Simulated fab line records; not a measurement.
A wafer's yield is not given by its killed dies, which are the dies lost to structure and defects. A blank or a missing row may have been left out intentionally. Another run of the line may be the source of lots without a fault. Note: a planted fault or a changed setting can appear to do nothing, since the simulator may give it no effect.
fab line records    flow gf180mcu
[record] lots = 6  wafers = 18  last-day = 34
route steps=602 shown M1@327 V1@335 M2@362 PASSIVATION@602
lots untouched by any fault: they come from a run of this same line in which no faults occurred
start-h: start of the lot's first displayed wafer, in hours after the record's first day    wait-h: hours from the lot's prior step to this one    " same as the row above    L1.1+2: a single row standing in for several wafers    - either no value or no given start    * or withheld: withheld    < > ~ a bound
route shown NAME@n: names a module that has steps shown in the file, with the first one's number in the route    usual: the fault-free wafers' mean and standard deviation    same: alike in all rows    chamber/n: place in a boat    sites: each site's reading    _std_site: their standard deviation    _edge_site: the outer-site mean with the inner-site mean subtracted    radius-mm: for every site, how far away it sits from the centre of the wafer    mask NAME#n: copy n    behind: tool/chamber where the wafer was last shaped    hold: why the lot went on hold/how many hours it stayed there/how the hold came to an end    device: whichever transistor did not switch (one of n, p or np)    end of line: tests run on the same wafers once the route is complete    step lacking rows: just its recipe    killed: at the first sort, the dies lost to defects and structure; wafer yield is something else    map: a wafer's dies, x killed, . not, _ none there
set.NAME: the setting the step ran with; set.NAME@STEP: the setting that earlier step ran with    model.NAME: the simulator's own value behind a step, which no gauge read
lots at some steps of the route; a table a step, a row a wafer
services: a tool's chamber out of use, with start hour (start-h, from the record's first day; less than 0 if before it), hours out, and reason
[[steps]]
[step GF_M1_PEB_12]
[recipe] peb-temp-c = 135  peb-time-s = 90  resist = KrF
[step GF_M1_DEVELOP_13]
[recipe] develop-time-s = 60  dev-temp-c = 21
[step GF_M1_CD_MEAS_14]
[recipe] target-cd-nm = 230
[usual] cd-nm = 230.3/1.2
lot.wafer  tool       chamber  start-h  wait-h  cd-nm
L926.3     cd-sem-01  -        398.83   0.1     233.0
L926.5     "          -        "        "       232.4
L926.6     "          -        "        "       232.2
L931.1     cd-sem-02  -        438.56   0.1     231.3
L931.3     "          -        "        "       231.5
L931.5     "          -        "        "       231.3
L932.1     cd-sem-01  -        451.28   0.2     232.7
L932.3     "          -        "        "       232.5
L932.6     "          -        "        "       231.9
L933.1     cd-sem-01  -        461.39   0.1     231.1
L933.2     "          -        "        "       229.7
L933.6     "          -        "        "       229.5
L941.3     cd-sem-02  -        527.55   0.1     230.4
L941.5     "          -        "        "       229.2
L941.6     "          -        "        "       229.3
L947.1     cd-sem-01  -        583.54   0.1     229.4
L947.3     "          -        "        "       229.8
L947.5     "          -        "        "       229.9
[step GF_M1_OVL_MEAS_15]
[usual] M1_OVL = -2/5.7
lot.wafer  tool        chamber  start-h  wait-h  M1_OVL[nm]
L926.3     overlay-01  -        398.92   0.1     -8
L926.5     "           -        "        "       -14
L926.6     "           -        "        "       -7
L931.1     overlay-02  -        438.68   0.1     -3
L931.3     "           -        "        "       -10
L931.5     "           -        "        "       -7
L932.1     overlay-02  -        452.28   1.0     -3
L932.3     "           -        "        "       -7
L932.6     "           -        "        "       2
L933.1     overlay-01  -        461.51   0.1     -1
L933.2     "           -        "        "       1
L933.6     "           -        "        "       1
L941.3     overlay-02  -        527.64   0.1     3
L941.5     "           -        "        "       -3
L941.6     "           -        "        "       -2
L947.1     overlay-01  -        583.66   0.1     -8
L947.3     "           -        "        "       -12
L947.5     "           -        "        "       -4
[step GF_M1_METAL_ETCH_16]
[recipe] chemistry = Cl2/BCl3  mask-material = KrF  target-depth-nm = 627.5  stop-on = SiO2  pressure-mtorr = 8  icp-w = 800  bias-w = 140  Cl2_flow_sccm = 80  bcl3-flow-sccm = 40  time-s = 104.6
[usual] drypump-motor-current-A = 5.7/0.42  oes-product-au = 0.970/0.007  throttle-valve-pct = 28.252/0.011
lot.wafer  tool          chamber  start-h  wait-h  drypump-motor-current-A  oes-product-au  rf-hours-counter-h  throttle-valve-pct
L926.3     rie-metal-03  1        399.02   0.1     5.1                      0.979           -                   28.245
L926.5     "             1        "        "       5.1                      0.983           -                   28.244
L926.6     "             1        "        "       5.1                      0.977           -                   28.241
L931.1     rie-metal-02  1        438.71   0.0     6.2                      0.974           5                   28.248
L931.3     "             1        "        "       6.2                      0.971           -                   28.253
L931.5     "             1        "        "       6.2                      0.977           -                   28.253
L932.1     rie-metal-03  1        452.31   0.0     5.1                      0.957           10                  28.250
L932.3     "             0        "        "       5.5                      0.960           -                   28.268
L932.6     "             1        "        "       5.1                      0.967           -                   28.264
L933.1     rie-metal-01  0        461.55   0.0     6.3                      0.965           8                   28.258
L933.2     "             1        "        "       6.2                      0.969           5                   28.264
L933.6     "             1        "        "       6.2                      0.971           -                   28.259
L941.3     rie-metal-02  1        527.70   0.1     6.2                      0.960           -                   28.262
L941.5     "             1        "        "       6.2                      0.970           -                   28.248
L941.6     "             0        "        "       5.4                      0.966           -                   28.249
L947.1     rie-metal-02  1        583.70   0.0     6.2                      0.975           8                   28.248
L947.3     "             0        "        "       5.4                      0.967           -                   28.250
L947.5     "             0        "        "       5.4                      0.975           -                   28.237
[step GF_M1_STRIP_17]
[recipe] chemistry = O2/N2  power-w = 1400  pressure-mtorr = 1500  platen-temp-c = 250  o2-flow-sccm = 3000  n2-flow-sccm = 300  overash-fraction = 0.5
[usual] drypump-motor-current-A = 5.7/0.37  heater-power-w = 334/14  oes-product-au = 0.557/0.0049  strip-time-to-endpoint-s = 7.86/0.04
lot.wafer  tool             chamber  start-h  wait-h  drypump-motor-current-A  heater-power-w  oes-product-au  rf-hours-counter-h  strip-time-to-endpoint-s
L926.3     plasma-asher-01  0        399.21   0.1     5.8                      338             0.558           -                   7.87
L926.5     "                1        "        "       5.9                      342             0.557           -                   7.85
L926.6     "                0        "        "       5.8                      338             0.555           -                   7.85
L931.1     plasma-asher-01  1        438.86   0.1     5.9                      328             0.554           85                  7.85
L931.3     "                1        "        "       5.9                      335             0.551           -                   7.86
L931.5     "                1        "        "       5.9                      330             0.560           -                   7.85
L932.1     plasma-asher-04  1        452.42   0.1     5.4                      346             0.558           35                  7.80
L932.3     "                0        "        "       6.3                      319             0.556           -                   7.89
L932.6     "                1        "        "       5.4                      343             0.551           -                   7.85
L933.1     plasma-asher-04  0        461.66   0.1     6.3                      314             0.554           36                  7.80
L933.2     "                1        "        "       5.4                      337             0.550           36                  7.77
L933.6     "                0        "        "       6.3                      321             0.553           -                   7.76
L941.3     plasma-asher-02  0        527.81   0.1     5.3                      326             0.549           -                   7.82
L941.5     "                0        "        "       5.3                      331             0.555           -                   7.84
L941.6     "                1        "        "       5.0                      360             0.553           -                   7.83
L947.1     plasma-asher-01  1        583.81   0.1     5.8                      328             0.558           100                 7.87
L947.3     "                0        "        "       5.9                      335             0.568           -                   7.88
L947.5     "                0        "        "       5.8                      327             0.552           -                   7.85
[step GF_M1_STRIP_18]
[recipe] chemistry = post-etch-residue-remover  time-s = 1200  temp-c = 72.5
[step GF_M1_CLEAN_19]
[recipe] chemistry = DIW  dry = n2-spin
[step GF_V1_CVD_00]
[recipe] material = SiO2  target-thk-nm = 600  sigma-open-frac = 0.3  temp-c = 400  time-s = 100  sih4-flow-sccm = 60  pressure-mtorr = 6
[step GF_V1_THK_MEAS_01]
[recipe] reads = SiO2_of_V1_CVD_00
[usual] V1_CVD_00_THK = 598/6.2
lot.wafer  tool           chamber  start-h  wait-h  V1_CVD_00_THK[nm]
L926.3     film-metro-02  -        399.80   0.1     607
L926.5     "              -        "        "       603
L926.6     "              -        "        "       601
L931.1     film-metro-03  -        439.47   0.0     600
L931.3     "              -        "        "       594
L931.5     "              -        "        "       597
L932.1     film-metro-01  -        453.03   0.0     599
L932.3     "              -        "        "       595
L932.6     "              -        "        "       596
L933.1     film-metro-01  -        462.27   0.0     595
L933.2     "              -        "        "       599
L933.6     "              -        "        "       601
L941.3     film-metro-03  -        528.41   0.1     598
L941.5     "              -        "        "       581
L941.6     "              -        "        "       601
L947.1     film-metro-01  -        584.41   0.0     595
L947.3     "              -        "        "       582
L947.5     "              -        "        "       598
[step GF_V1_CVD_02]
[recipe] material = SiO2  target-thk-nm = 850  precursor = TEOS  temp-c = 400  time-s = 94.851  rf-w = 600
[step GF_V1_THK_MEAS_03]
[recipe] reads = SiO2_of_V1_CVD_02
[usual] V1_CVD_02_THK = 851/12
lot.wafer  tool           chamber  start-h  wait-h  V1_CVD_02_THK[nm]
L926.3     film-metro-01  -        399.93   0.1     854
L926.5     "              -        "        "       866
L926.6     "              -        "        "       862
L931.1     film-metro-02  -        439.60   0.0     858
L931.3     "              -        "        "       844
L931.5     "              -        "        "       865
L932.1     film-metro-01  -        453.16   0.0     849
L932.3     "              -        "        "       837
L932.6     "              -        "        "       862
L933.1     film-metro-03  -        462.39   0.0     851
L933.2     "              -        "        "       839
L933.6     "              -        "        "       857
L941.3     film-metro-01  -        528.54   0.1     835
L941.5     "              -        "        "       844
L941.6     "              -        "        "       838
L947.1     film-metro-03  -        584.54   0.0     830
L947.3     "              -        "        "       835
L947.5     "              -        "        "       840
[step GF_V1_CMP_04]
[recipe] material = SiO2  down-force-psi = 4  platen-rpm = 60  pad-velocity-m-s = 0.94248
[usual] motor-current-A = 12.7/1.4  retaining-ring-pressure-frac = 1.000/0.0049  time-to-endpoint-s = 78/5.8
lot.wafer  tool    chamber  start-h  wait-h  motor-current-A  retaining-ring-pressure-frac  time-to-endpoint-s  model.SiO2_of_V1_CVD_02.thk-nm
L926.3     cmp-01  3        400.12   0.2     13.8             0.991                         82                  631.6
L926.5     "       0        "        "       9.8              1.004                         88                  631.6
L926.6     "       1        "        "       13.6             0.996                         78                  630
L931.3     cmp-01  1        439.76   0.1     13.2             0.998                         73                  630.9
L931.1     "       2        "        "       14.5             0.997                         80                  631
L931.5     "       0        "        "       9.6              1.003                         28                  790.2
L932.3     cmp-02  2        453.22   0.0     13.8             0.998                         77                  633.5
L932.1     "       3        "        "       11.7             1.009                         83                  634
L932.6     "       3        "        "       12.6             0.991                         88                  632.6
L933.2     cmp-01  2        462.45   0.0     13.8             1.003                         75                  632.3
L933.1     "       0        "        "       10.0             0.996                         23                  790.6
L933.6     "       3        "        "       13.1             0.997                         82                  633.7
L941.3     cmp-01  0        528.63   0.1     9.7              1.001                         75                  633.3
L941.5     "       3        "        "       13.6             0.997                         79                  633.6
L941.6     "       0        "        "       9.9              1.000                         73                  633
L947.1     cmp-02  1        584.60   0.1     14.1             0.999                         68                  628.8
L947.3     "       0        "        "       13.1             1.006                         68                  630
L947.5     "       1        "        "       13.4             1.004                         71                  629
[step GF_V1_BOW_MEAS_05]
[recipe] mode = bow
[usual] V1_BOW = 82/8.4
lot.wafer  tool           chamber  start-h  wait-h  V1_BOW[um]
L926.3     film-metro-02  -        400.31   0.1     87
L926.5     "              -        "        "       78
L926.6     "              -        "        "       84
L931.1     film-metro-01  -        439.96   0.1     77
L931.3     "              -        "        "       92
L931.5     "              -        "        "       98
L932.1     film-metro-03  -        453.52   0.2     97
L932.3     "              -        "        "       88
L932.6     "              -        "        "       96
L933.1     film-metro-01  -        462.75   0.1     97
L933.2     "              -        "        "       85
L933.6     "              -        "        "       94
L941.3     film-metro-02  -        528.95   0.3     97
L941.5     "              -        "        "       90
L941.6     "              -        "        "       94
L947.1     film-metro-02  -        584.90   0.2     73
L947.3     "              -        "        "       75
L947.5     "              -        "        "       80
[step GF_V1_DEHYDRATE_06]
[recipe] temp-c = 200  time-s = 60
[step GF_V1_HMDS_07]
[recipe] prime-time-s = 60  prime-temp-c = 120
[step GF_V1_COAT_08]
[recipe] resist = BARC  temp-c = withheld  time-s = withheld  spin-rpm = withheld  resist-thk-nm = withheld
[step GF_V1_COAT_09]
[recipe] resist = KrF  spin-rpm = withheld  resist-thk-nm = 1000
[step GF_V1_SOFTBAKE_10]
[recipe] temp-c = 130  time-s = 60  resist = KrF
[step GF_V1_EXPOSE_11]
[recipe] mask-id = Via1  target-cd-nm = 260  na = 0.68  source-shape = conventional  sigma-outer = 0.6  dose-mj = 38
[step GF_V1_PEB_12]
[recipe] peb-temp-c = 135  peb-time-s = 90  resist = KrF
[step GF_V1_DEVELOP_13]
[recipe] develop-time-s = 60  resist = KrF  dev-temp-c = 21
[step GF_V1_CD_MEAS_14]
[recipe] target-cd-nm = 260
[usual] cd-nm = 259.5/1.4
lot.wafer  tool       chamber  start-h  wait-h  cd-nm
L926.3     cd-sem-01  -        423.85   0.1     261.8
L926.5     "          -        "        "       261.4
L926.6     "          -        "        "       260.4
L931.1     cd-sem-01  -        463.53   0.1     260.4
L931.3     "          -        "        "       260.4
L931.5     "          -        "        "       259.6
L932.1     cd-sem-01  -        478.21   0.1     259.0
L932.3     "          -        "        "       260.4
L932.6     "          -        "        "       259.3
L933.1     cd-sem-01  -        486.23   0.1     259.1
L933.2     "          -        "        "       257.5
L933.6     "          -        "        "       258.3
L941.3     cd-sem-01  -        551.66   0.1     257.5
L941.5     "          -        "        "       258.2
L941.6     "          -        "        "       257.0
L947.1     cd-sem-02  -        606.15   0.1     257.8
L947.3     "          -        "        "       259.4
L947.5     "          -        "        "       259.0
[step GF_V1_OVL_MEAS_15]
[usual] V1_OVL = 0/5.6
lot.wafer  tool        chamber  start-h  wait-h  V1_OVL[nm]
L926.3     overlay-01  -        423.94   0.1     -3
L926.5     "           -        "        "       1
L926.6     "           -        "        "       4
L931.1     overlay-01  -        463.65   0.1     -3
L931.3     "           -        "        "       -3
L931.5     "           -        "        "       -8
L932.1     overlay-02  -        478.33   0.1     -4
L932.3     "           -        "        "       3
L932.6     "           -        "        "       -6
L933.1     overlay-02  -        486.35   0.1     4
L933.2     "           -        "        "       -2
L933.6     "           -        "        "       7
L941.3     overlay-01  -        551.76   0.1     -7
L941.5     "           -        "        "       -6
L941.6     "           -        "        "       -10
L947.1     overlay-02  -        606.27   0.1     12
L947.3     "           -        "        "       19
L947.5     "           -        "        "       18
[step GF_V1_ETCH_16]
[recipe] chemistry = N2/H2  target-depth-a = withheld  overetch-a = withheld  time-s = withheld  target = BARC  ion-energy-ev = 200  source-w = 500  bias-w = 100  pressure-mtorr = 30  n2-flow-sccm = 100  h2-flow-sccm = 200
[usual] drypump-motor-current-A = 5.7/0.53  oes-product-au = 0.854/0.0048  throttle-valve-pct = 13.223/0.0089
lot.wafer  tool         chamber  start-h  wait-h  drypump-motor-current-A  oes-product-au  throttle-valve-pct
L926.3     rie-diel-04  3        423.96   0.0     5.6                      0.843           13.223
L926.5     "            1        "        "       5.7                      0.853           13.225
L926.6     "            0        "        "       6.4                      0.851           13.248
L931.1     rie-diel-03  0        463.68   0.0     5.7                      0.856           13.215
L931.3     "            3        "        "       4.6                      0.858           13.217
L931.5     "            2        "        "       5.8                      0.857           13.231
L932.1     rie-diel-03  3        478.36   0.0     4.7                      0.854           13.211
L932.3     "            2        "        "       5.8                      0.853           13.233
L932.6     "            3        "        "       4.6                      0.850           13.235
L933.1     rie-diel-03  0        486.38   0.0     5.7                      0.854           13.214
L933.2     "            1        "        "       6.2                      0.855           13.226
L933.6     "            3        "        "       4.6                      0.843           13.211
L941.3     rie-diel-04  0        551.78   0.0     6.3                      0.853           13.209
L941.5     "            1        "        "       5.7                      0.850           13.224
L941.6     "            0        "        "       6.3                      0.859           13.228
L947.1     rie-diel-03  1        606.31   0.0     6.2                      0.845           13.227
L947.3     "            0        "        "       5.7                      0.855           13.232
L947.5     "            1        "        "       6.2                      0.861           13.231
[step GF_V1_ETCH_17]
[recipe] chemistry = C4F8/O2/Ar  mask-material = KrF  target = SiO2  stop-on = TiN  source-w = 1500  bias-w = 1200  pressure-mtorr = 40  c4f8-flow-sccm = withheld  O2_flow_sccm = 6  Ar_flow_sccm = 300  time-s = withheld  target-depth-a = 6300
[usual] oes-product-au = 0.855/0.0044
lot.wafer  tool         chamber  start-h  wait-h  oes-product-au  model.V1.feature-depth-nm  model.etch.depth-nm
L926.3     rie-diel-04  3        -        -       0.850           631.6                      631.6
L926.5     "            1        "        "       0.858           631.6                      631.6
L926.6     "            0        "        "       0.855           630                        630
L931.1     rie-diel-03  0        -        -       0.854           631                        631
L931.3     "            3        "        "       0.849           630.9                      630.9
L931.5     "            2        "        "       0.975           790.2                      790.2
L932.1     rie-diel-03  3        -        -       0.849           634                        634
L932.3     "            2        "        "       0.861           633.5                      633.5
L932.6     "            3        "        "       0.855           632.6                      632.6
L933.1     rie-diel-03  0        -        -       0.973           790.6                      790.6
L933.2     "            1        "        "       0.851           632.3                      632.3
L933.6     "            3        "        "       0.859           633.7                      633.7
L941.3     rie-diel-04  0        -        -       0.857           633.3                      633.3
L941.5     "            1        "        "       0.854           633.6                      633.6
L941.6     "            0        "        "       0.845           633                        633
L947.1     rie-diel-03  1        -        -       0.853           628.8                      628.8
L947.3     "            0        "        "       0.859           630                        630
L947.5     "            1        "        "       0.855           629                        629
[step GF_V1_STRIP_18]
[recipe] chemistry = O2/N2  power-w = 1400  pressure-mtorr = 1500  platen-temp-c = 250  o2-flow-sccm = 3000  n2-flow-sccm = 300  overash-fraction = 0.5
[step GF_V1_STRIP_19]
[recipe] chemistry = post-etch-residue-remover  time-s = 1200  temp-c = 72.5
[step GF_V1_CLEAN_20]
[recipe] chemistry = DIW  dry = n2-spin
[step GF_V1_SPUTTER_21]
[recipe] material = Ti  target-thk-nm = 15  chamber-pressure-pa = 5  power-w = 2500  substrate-temp-c = 200  time-s = 80.02
[step GF_V1_SPUTTER_22]
[recipe] material = TiN  target-thk-nm = 10  chamber-pressure-pa = 5  power-w = 4000  time-s = 40
[usual] throttle-valve-pct = 30.1/1.1
lot.wafer  tool            chamber  start-h  wait-h  throttle-valve-pct
L926.3     pvd-sputter-03  -        424.69   0.0     29.3
L926.5     "               -        "        "       29.4
L926.6     "               -        "        "       31.9
L931.1     pvd-sputter-01  -        464.40   0.0     30.5
L931.3     "               -        "        "       28.0
L931.5     "               -        "        "       30.3
L932.1     pvd-sputter-02  -        479.09   0.0     30.0
L932.3     "               -        "        "       29.9
L932.6     "               -        "        "       31.5
L933.1     pvd-sputter-01  -        487.10   0.0     28.2
L933.2     "               -        "        "       30.9
L933.6     "               -        "        "       30.5
L941.3     pvd-sputter-01  -        552.50   0.0     30.9
L941.5     "               -        "        "       29.7
L941.6     "               -        "        "       30.8
L947.1     pvd-sputter-01  -        607.04   0.0     27.8
L947.3     "               -        "        "       30.0
L947.5     "               -        "        "       28.0
[step GF_V1_CVD_23]
[recipe] material = W  target-thk-nm = 350  time-s = 105.05  temp-c = 400  pressure-torr = 40
[usual] heater-power-w = 904/98
lot.wafer  tool      chamber  start-h  wait-h  heater-power-w
L926.3     cvd-w-01  1        424.76   0.1     824
L926.5     "         0        "        "       984
L926.6     "         1        "        "       827
L931.1     cvd-w-01  0        464.44   0.0     1025
L931.3     "         1        "        "       800
L931.5     "         0        "        "       1037
L932.1     cvd-w-01  1        479.12   0.0     822
L932.3     "         0        "        "       1021
L932.6     "         0        "        "       1011
L933.1     cvd-w-02  1        487.14   0.0     956
L933.2     "         0        "        "       780
L933.6     "         1        "        "       941
L941.3     cvd-w-01  0        552.58   0.1     1040
L941.5     "         1        "        "       845
L941.6     "         0        "        "       1022
L947.1     cvd-w-01  0        607.08   0.0     1020
L947.3     "         1        "        "       848
L947.5     "         1        "        "       832
[step GF_V1_RS_MEAS_24]
[recipe] thk-meas-gauge = four-point-probe  reads = W_of_V1_CVD_23+TiN_of_V1_SPUTTER_22+Ti_of_V1_SPUTTER_21
[usual] V1_W_RS = 0.326/0.0052
lot.wafer  tool           chamber  start-h  wait-h  V1_W_RS[ohm/sq]
L926.3     film-metro-02  -        424.88   0.1     0.324
L926.5     "              -        "        "       0.325
L926.6     "              -        "        "       0.317
L931.1     film-metro-03  -        464.56   0.1     0.326
L931.3     "              -        "        "       0.321
L931.5     "              -        "        "       0.326
L932.1     film-metro-02  -        479.24   0.1     0.321
L932.3     "              -        "        "       0.327
L932.6     "              -        "        "       0.324
L933.1     film-metro-01  -        487.26   0.1     0.331
L933.2     "              -        "        "       0.325
L933.6     "              -        "        "       0.330
L941.3     film-metro-01  -        552.69   0.1     0.328
L941.5     "              -        "        "       0.319
L941.6     "              -        "        "       0.323
L947.1     film-metro-01  -        607.19   0.1     0.328
L947.3     "              -        "        "       0.318
L947.5     "              -        "        "       0.318
[step GF_V1_THK_MEAS_25]
[recipe] thk-meas-gauge = xrf  reads = W_of_V1_CVD_23
[usual] V1_W_THK = 343/7.1
lot.wafer  tool           chamber  start-h  wait-h  V1_W_THK[nm]
L926.3     film-metro-02  -        424.98   0.1     339
L926.5     "              -        "        "       341
L926.6     "              -        "        "       344
L931.1     film-metro-03  -        464.68   0.1     342
L931.3     "              -        "        "       349
L931.5     "              -        "        "       345
L932.1     film-metro-02  -        479.36   0.1     347
L932.3     "              -        "        "       341
L932.6     "              -        "        "       347
L933.1     film-metro-01  -        487.38   0.1     337
L933.2     "              -        "        "       346
L933.6     "              -        "        "       341
L941.3     film-metro-01  -        552.79   0.1     346
L941.5     "              -        "        "       354
L941.6     "              -        "        "       351
L947.1     film-metro-01  -        607.31   0.1     344
L947.3     "              -        "        "       356
L947.5     "              -        "        "       354
[step GF_V1_CMP_26]
[recipe] stop-on = SiO2  down-force-psi = 3.5  platen-rpm = 60  t-overpolish-s = 15  target-thk-nm = 0  pad-velocity-m-s = 0.94248
[usual] motor-current-A = 11.7/1.2  retaining-ring-pressure-frac = 1.000/0.0048
lot.wafer  tool    chamber  start-h  wait-h  motor-current-A  retaining-ring-pressure-frac  model.SiO2_of_V1_CVD_02.thk-nm
L926.3     cmp-02  3        425.12   0.1     11.1             0.998                         627.9
L926.5     "       1        "        "       12.6             1.004                         627.8
L926.6     "       2        "        "       13.4             0.996                         626.2
L931.3     cmp-02  3        464.79   0.1     11.1             0.994                         627.1
L931.1     "       0        "        "       11.4             0.998                         627.2
L931.5     "       3        "        "       10.7             1.000                         786.4
L932.1     cmp-01  0        479.47   0.1     9.3              0.998                         630.2
L932.3     "       1        "        "       12.3             1.000                         629.7
L932.6     "       3        "        "       12.3             0.999                         628.8
L933.2     cmp-01  0        487.44   0.0     9.7              0.992                         628.5
L933.1     "       1        "        "       11.3             0.999                         786.9
L933.6     "       1        "        "       11.9             0.994                         629.9
L941.3     cmp-02  0        552.88   0.1     11.3             1.001                         629.6
L941.5     "       3        "        "       11.3             0.999                         629.8
L941.6     "       0        "        "       10.9             0.993                         629.2
L947.1     cmp-02  2        607.42   0.1     13.3             1.000                         625.1
L947.3     "       0        "        "       11.9             0.995                         626.2
L947.5     "       2        "        "       12.4             1.000                         625.2
[step GF_M2_SPUTTER_00]
[recipe] material = Ti  target-thk-nm = 37.5  arriving-ion-energy-ev = 80  substrate-temp-c = 200  chamber-pressure-pa = 2  power-w = 4000  time-s = 150
[step GF_PASSIVATION_PROBE_99]
lot.wafer  tool       chamber  start-h  wait-h  model.etest.via1-chain.rc-ohm
L926.3     prober-01  -        682.85   0.2     6.158
L926.5     prober-01  -        682.95   0.2     6.052
L926.6     prober-01  -        683.00   0.2     6.145
L931.1     prober-02  -        714.05   0.1     6.245
L931.3     prober-02  -        714.15   0.2     6.343
L931.5     prober-02  -        714.25   0.2     6.683
L932.1     prober-01  -        724.85   0.1     6.354
L932.3     prober-01  -        724.95   0.2     6.515
L932.6     prober-01  -        725.10   0.2     6.531
L933.1     prober-02  -        730.25   0.1     8.41
L933.2     prober-02  -        730.30   0.1     6.247
L933.6     prober-02  -        730.50   0.2     6.566
L941.3     prober-02  -        778.90   0.2     6.676
L941.5     prober-02  -        779.00   0.2     6.565
L941.6     prober-02  -        779.05   0.2     6.548
L947.1     prober-02  -        816.21   0.1     6.615
L947.3     prober-02  -        816.31   0.2     6.714
L947.5     prober-02  -        816.41   0.2     6.427
// killed by level:class
L926.3 V1:geometric-particle:open=6 V1:geometric-particle:short=4 V5:geometric-particle:open=4 CONTACT:geometric-particle:open=3 V2:geometric-particle:open=3 STI:geometric-particle:short=2 SALICIDE:geometric-particle:open=2 STI:geometric-particle:open=2
L926.5 V4:geometric-particle:open=5 CONTACT:geometric-particle:open=4 V3:geometric-particle:open=4 STI:geometric-particle:open=3 V5:geometric-particle:open=3 V2:geometric-particle:open=2 M3:geometric-particle:short=2 V3:geometric-particle:short=2
L926.6 CONTACT:geometric-particle:open=5 V2:geometric-particle:open=5 CONTACT:geometric-particle:short=4 V4:geometric-particle:short=4 V1:geometric-particle:open=3 V3:geometric-particle:open=3 V5:geometric-particle:open=3 STI:geometric-particle:short=2
L932.1 CONTACT:geometric-particle:open=8 STI:geometric-particle:short=6 V5:geometric-particle:open=6 V2:geometric-particle:open=5 V1:geometric-particle:open=4 V1:geometric-particle:short=3 V2:geometric-particle:short=2 M3:geometric-particle:short=2
L932.3 V3:geometric-particle:open=6 V2:geometric-particle:open=4 CONTACT:geometric-particle:open=3 CONTACT:geometric-particle:short=3 V5:geometric-particle:short=3 V3:geometric-particle:short=3 POLY_GATE:geometric-particle:open=2 M1:geometric-particle:short=2
L932.6 V5:geometric-particle:open=8 STI:geometric-particle:short=6 CONTACT:geometric-particle:open=4 V1:geometric-particle:short=4 M2:geometric-particle:short=4 V2:geometric-particle:short=4 V3:geometric-particle:short=4 CONTACT:geometric-particle:short=3
L941.3 CONTACT:geometric-particle:open=7 V1:geometric-particle:open=5 V2:geometric-particle:open=4 V4:geometric-particle:open=4 M2:geometric-particle:short=3 SAB:geometric-particle:open=2 M3:geometric-particle:short=2 M5:geometric-particle:short=2
L941.5 V3:geometric-particle:open=7 CONTACT:geometric-particle:open=4 STI:geometric-particle:open=3 V1:geometric-particle:open=3 V2:geometric-particle:short=3 V5:geometric-particle:open=3 STI:geometric-particle:short=2 M1:geometric-particle:open=2
L941.6 V4:geometric-particle:open=7 V3:geometric-particle:open=6 V2:geometric-particle:open=5 V4:geometric-particle:short=5 CONTACT:geometric-particle:open=4 M1:geometric-particle:short=4 V1:geometric-particle:open=4 V5:geometric-particle:open=3
L947.1 CONTACT:geometric-particle:open=7 V2:geometric-particle:open=7 V1:geometric-particle:open=5 V5:geometric-particle:open=5 STI:geometric-particle:short=2 M1:geometric-particle:short=2 V3:geometric-particle:open=2 V4:geometric-particle:open=2
L947.3 V2:geometric-particle:open=5 V4:geometric-particle:open=5 V1:geometric-particle:short=5 STI:geometric-particle:open=3 POLY_GATE:geometric-particle:short=3 M1:geometric-particle:short=3 V1:geometric-particle:open=3 V3:geometric-particle:open=3
L947.5 CONTACT:geometric-particle:open=7 V1:geometric-particle:open=6 V3:geometric-particle:short=5 STI:geometric-particle:short=4 M1:geometric-particle:short=4 CONTACT:geometric-particle:short=3 V5:geometric-particle:open=3 M5:geometric-particle:open=3
[[services]]
tool             chamber  start-h  hours  kind
cvd-w-01         1        385.38   2.7    repair
cmp-01           -        389.59   0.9    repair
plasma-asher-01  -        392.26   3.7    repair
cmp-01           -        404.10   4.0    pm
cvd-w-01         0        417.64   6.3    repair
rie-diel-03      -        418.10   14.6   pm
cmp-01           -        429.09   3.1    repair
rie-diel-04      3        429.14   13.9   repair
cmp-01           -        430.60   2.1    repair
cvd-w-01         -        434.24   6.9    pm
rie-diel-03      1        446.52   4.5    repair
cmp-01           -        448.92   4.9    pm
rie-diel-04      2        477.84   8.3    repair
cmp-01           -        490.69   0.9    repair
cmp-02           -        497.30   5.1    pm
rie-diel-03      3        507.05   2.3    repair
rie-diel-03      1        524.85   4.0    repair
rie-diel-03      2        532.87   9.1    repair
cmp-02           -        545.68   3.1    repair
cvd-w-01         1        561.18   21.2   repair
cmp-01           -        564.18   5.1    pm
cmp-02           -        573.54   4.0    pm
pvd-sputter-01   -        600.69   5.3    repair
cmp-01           -        604.04   0.4    repair
[[key]]
[first-sign] step = GF_V1_CMP_04  reading = time-to-endpoint-s  direction = down  sigmas = 9  usual = *  struck = *
[effect] step = GF_V1_ETCH_17  reading = oes-product-au  direction = up  sigmas = 27  usual = 0.855  struck = 0.974
[model-effect] step = GF_V1_CMP_04  value = SiO2_of_V1_CVD_02.thk-nm  without = 632.3  struck = 790.4
[model-effect] step = GF_V1_ETCH_17  value = V1.feature-depth-nm  without = 632.3  struck = 790.4
[model-effect] step = GF_V1_CMP_26  value = SiO2_of_V1_CVD_02.thk-nm  without = 628.5  struck = 786.6
[model-effect] step = GF_PASSIVATION_PROBE_99  value = etest.via1-chain.rc-ohm  without = 6.25  struck = 7.546
met-at GF_V1_CMP_04
struck-wafers L931.5,L933.1
sort-left-out L931.5,L933.1
onset-between 400.12 439.76
[fault] kind = process-parameter-drift  tool = cmp-01  chamber = 0  onset-h = 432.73  steps = GF_V1_CMP_04  channel = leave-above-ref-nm  offset = 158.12  shape = step  end-h = 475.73  acts-in = these-recipes-only  stated = 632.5
// sort-left-out: the simulated sort isn't trusted on such a fault, so these wafers' sort isn't shown, and their yield isn't known
